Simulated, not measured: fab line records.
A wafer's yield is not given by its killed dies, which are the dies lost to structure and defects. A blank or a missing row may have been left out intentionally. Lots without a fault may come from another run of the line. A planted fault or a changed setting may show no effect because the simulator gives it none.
Chamber matching || flow sky130 || SKY_FIELD_ISO_ETCH_14 on rie_diel-03 has 4 sister chambers
The step etches BARC in N2/H2, stops on SiO2, time 45.9 s, target depth 60 nm. 8 wafers are shown with their chamber, then 9 later ones without.

WAFERS, EACH WITH ITS CHAMBER
{"wafer": "L079.4", "chamber": 0, "drypump_motor_current_A (A)": 5.5, "oes_product_au (a.u.)": 0.861}
{"wafer": "L082.4", "chamber": 0, "drypump_motor_current_A (A)": 5.5, "oes_product_au (a.u.)": 0.853}
{"wafer": "L082.5", "chamber": 2, "drypump_motor_current_A (A)": 6.4, "oes_product_au (a.u.)": 0.850}
{"wafer": "L084.3", "chamber": 1, "drypump_motor_current_A (A)": 5.9, "oes_product_au (a.u.)": 0.852}
{"wafer": "L084.6", "chamber": 3, "drypump_motor_current_A (A)": 6.4, "oes_product_au (a.u.)": 0.846}
{"wafer": "L085.2", "chamber": 1, "drypump_motor_current_A (A)": 5.9, "oes_product_au (a.u.)": 0.850}
{"wafer": "L085.3", "chamber": 2, "drypump_motor_current_A (A)": 6.4, "oes_product_au (a.u.)": 0.854}
{"wafer": "L085.5", "chamber": 3, "drypump_motor_current_A (A)": 6.5, "oes_product_au (a.u.)": 0.849}

WAFERS WITH NO CHAMBER GIVEN
{"wafer": "L087.3", "drypump_motor_current_A (A)": 5.9, "oes_product_au (a.u.)": 0.849}
{"wafer": "L087.4", "drypump_motor_current_A (A)": 6.4, "oes_product_au (a.u.)": 0.855}
{"wafer": "L087.6", "drypump_motor_current_A (A)": 5.9, "oes_product_au (a.u.)": 0.851}
{"wafer": "L095.2", "drypump_motor_current_A (A)": 6.4, "oes_product_au (a.u.)": 0.858}
{"wafer": "L095.3", "drypump_motor_current_A (A)": 6.4, "oes_product_au (a.u.)": 0.859}
{"wafer": "L095.4", "drypump_motor_current_A (A)": 5.6, "oes_product_au (a.u.)": 0.853}
{"wafer": "L097.1", "drypump_motor_current_A (A)": 6.5, "oes_product_au (a.u.)": 0.853}
{"wafer": "L097.2", "drypump_motor_current_A (A)": 6.4, "oes_product_au (a.u.)": 0.858}
{"wafer": "L097.6", "drypump_motor_current_A (A)": 6.5, "oes_product_au (a.u.)": 0.856}

THE CHAMBER EACH PASSED THROUGH
{"wafer": "L087.3", "from the rows above": 1, "in truth": 1}
{"wafer": "L087.4", "from the rows above": "can't be placed: 2 or 3", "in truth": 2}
{"wafer": "L087.6", "from the rows above": 1, "in truth": 1}
{"wafer": "L095.2", "from the rows above": "can't be placed: 2 or 3", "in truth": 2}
{"wafer": "L095.3", "from the rows above": "can't be placed: 2 or 3", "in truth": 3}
{"wafer": "L095.4", "from the rows above": 0, "in truth": 0}
{"wafer": "L097.1", "from the rows above": "can't be placed: 3 or 2", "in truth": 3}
{"wafer": "L097.2", "from the rows above": "can't be placed: 2 or 3", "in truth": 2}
{"wafer": "L097.6", "from the rows above": "can't be placed: 3 or 2", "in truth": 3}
Correctly placed: 3 of 9. From these rows, 6 cannot be placed; in 6 the true chamber is one of the candidates. Wrongly placed: 0.
How it was worked out, from the rows above alone: a wafer's distance from a chamber is the root of the sum, over the readings, of the square of ((its reading less the chamber's mean) divided by the reading's scatter). If the next closest chamber is less than 2 further off than the closest, the wafer can't be placed; otherwise it belongs to the closest. The mean given for a chamber averages the wafers shown for that chamber. The scatter: the root of (the sum of the squares of (reading less its chamber's mean) over the shown wafers, divided by (wafers less chambers)).
